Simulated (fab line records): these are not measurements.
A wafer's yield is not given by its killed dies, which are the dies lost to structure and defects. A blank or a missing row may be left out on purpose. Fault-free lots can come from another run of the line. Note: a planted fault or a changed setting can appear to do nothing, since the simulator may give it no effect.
A struck lot beside a sound one	flow gf180mcu	14 out of 602 route steps
Sound: wafers L628.2, L628.3, L628.4. Wafers L639.2, L639.3, L639.5 were the ones struck. The cause comes at the end.
Per side, at each step with rows, come the tool, then ch with its chambers, and then its first start. Under that, the readings that differ: sound wafers	struck wafers	difference of the means	sigmas: that difference in standard deviations of wafers without a fault.
alike: a reading whose means differ by less than 2 such deviations, as well as words and numbers matching on both sides. not compared: withheld readings; readings where some wafer has no value; bounds like >300 that might hide an equal value; numbers whose values overlap and for which the record gives no deviation.
The two part at a step that has a row with sigmas, a row that says differs or no value, or rows on one side only. Numbers that have no deviation but don't overlap get no sigmas and don't part them. Lack of a reading on every wafer of one side parts them only where that side has two or more wafers.

GF_V5_THK_MEAS_01:
  sound on film-metro-01, day 28 02:37; struck on film-metro-01, day 31 11:17
  alike: V5_CVD_00_THK
GF_V5_CVD_02: deposits SiO2 from TEOS, target thk 1450 nm, time 163.28 s.
  sound on pecvd-01 ch 0,1,2, day 28 02:40; struck on pecvd-02 ch 0,2, day 31 11:20
  alike: heater-power-w
  not compared: since-wet-clean-h
GF_V5_THK_MEAS_03:
  sound on film-metro-02, day 28 02:47; struck on film-metro-04, day 31 11:27
  alike: V5_CVD_02_THK
GF_V5_CMP_04: polishes SiO2.
  sound on cmp-02 ch 0,1,3, day 28 02:50; struck on cmp-01 ch 0,1,3, day 31 11:36
  alike: motor-current-A
GF_V5_BOW_MEAS_05:
  sound on film-metro-01, day 28 03:10; struck on film-metro-02, day 31 11:49
  alike: V5_BOW
then, 7 steps without rows for these wafers: GF_V5_DEHYDRATE_06 (time 60 s); GF_V5_HMDS_07 (prime time 60 s); GF_V5_COAT_08; GF_V5_COAT_09 (resist thk 1000 nm); GF_V5_SOFTBAKE_10 (time 60 s); GF_V5_EXPOSE_11 (exposes mask Via5, target cd 260 nm); GF_V5_PEB_12 (peb time 90 s).
GF_V5_DEVELOP_13: develop time 60 s.
  struck on litho-track-01, day 32 04:59; sound on litho-track-04 ch 0, day 28 22:00
  no value came back on the struck wafers for chill-plate-temp-C (C), develop-time-s (s); on the sound wafers chill-plate-temp-C (C) reads 22.97 23.04 23.10
reading	sound	struck	difference	sigmas
model.KrF_of_V5_COAT_09.thk-nm (nm)	983 987.7 982.3	997.8 999.6 997.2	+13.9	
GF_V5_CD_MEAS_14: target cd 260 nm.
  sound on cd-sem-01, day 28 22:08; struck on cd-sem-02, day 32 05:08
reading	sound	struck	difference	sigmas
cd-nm (nm)	259.8 260.1 259.0	- - -	no value on the struck wafers	

WHERE THEY PART
Earliest at GF_V5_DEVELOP_13; latest, in this record, at GF_V5_CD_MEAS_14.

WHY: whatever the simulator had introduced
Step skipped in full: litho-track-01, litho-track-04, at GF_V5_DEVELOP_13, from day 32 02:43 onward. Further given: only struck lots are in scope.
